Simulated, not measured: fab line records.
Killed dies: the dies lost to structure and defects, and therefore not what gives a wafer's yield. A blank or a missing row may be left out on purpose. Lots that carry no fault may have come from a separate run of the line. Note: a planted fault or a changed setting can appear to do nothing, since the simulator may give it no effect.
2 desks looking at one fault -- flow sky130 -- each desk has only its own numbers; what lay behind them comes last

## AT THE METROLOGY DESK
What the gauges read, lot by lot, whatever tool the lot ran on: means of the sampled wafers that have a number. Marked OUT: a lot whose mean sits more than 4 standard deviations from the usual mean, which makes it out of limits; the brackets give that distance.
Columns: A = VIA1_HDPCVD_THK at SKY_VIA1_THK_MEAS_01, usual 1030 nm; B = VIA1_BOW at SKY_VIA1_BOW_MEAS_03, usual 83 um
lot,first seen here,A,B
L497,day 33 11:35,1028,86
L499,day 34 02:50,1027,87
L502,day 35 00:22,1023,83
L501,day 35 01:40,1021,85
L504,day 35 11:10,1037,83
L505,day 35 15:04,1040,82
L507,day 36 05:26,968 (-5.1) OUT,86
L510,day 36 18:18,961 (-5.8) OUT,83
L514,day 37 20:28,1016,86
L516,day 38 14:16,1036,93
L518,day 39 08:08,1025,83
L519,day 39 09:43,1023,83
This desk finds L507, L510 out of limits, with the earliest case on L507 at day 36 05:26 (VIA1_HDPCVD_THK at SKY_VIA1_THK_MEAS_01). L497, L499, L502, L501, L504, L505, L514, L516, L518, L519 stayed within limits.

## DESK OF THE TOOL OWNER: hdpcvd-02
The tool's own readings at SKY_VIA1_HDPCVD_00 (deposits SiO2, target thk 1030 nm, time 171.7 s): means of the sampled wafers that have a number, for each lot that ran on this tool. Marked OUT: a lot whose mean sits more than 4 standard deviations from the usual mean, which makes it out of limits; the brackets give that distance.
Columns: A = sih4-flow-sccm at SKY_VIA1_HDPCVD_00, usual 60.00 sccm; B = susceptor-temp-C at SKY_VIA1_HDPCVD_00, usual 400.01 C
lot,first seen here,A,B
L497,day 33 11:28,59.89,400.19
L499,day 34 02:43,60.12,399.95
L501,day 35 01:33,60.16,399.95
L507,day 36 05:21,57.05 (-16) OUT,399.94
L510,day 36 18:11,57.14 (-15) OUT,400.01
L518,day 39 08:01,60.07,400.09
L519,day 39 09:37,59.84,399.89
This desk finds L507, L510 out of limits, L507 being first, at day 36 05:21 (sih4-flow-sccm at SKY_VIA1_HDPCVD_00). L497, L499, L501, L518, L519 stayed within limits.

## PUT TOGETHER
The tool owner's desk had the chance to raise an alarm at day 36 05:21 on L507, L510.
Metrology desk: alarm possible at day 36 05:26 on L507, L510.
The lots listed all ran SKY_VIA1_HDPCVD_00 on hdpcvd-02.

## WHAT WAS PUT IN BY THE SIMULATOR
hdpcvd-02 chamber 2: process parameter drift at SKY_VIA1_HDPCVD_00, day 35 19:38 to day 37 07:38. Setting sih4-flow-sccm, moved by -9, from 60. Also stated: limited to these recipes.
Struck lots among those shown: L507, L510.
Delay (hours) between the fault's onset and each desk's first out-of-limits reading: 10 at the tool owner's desk, 10 at the metrology desk.
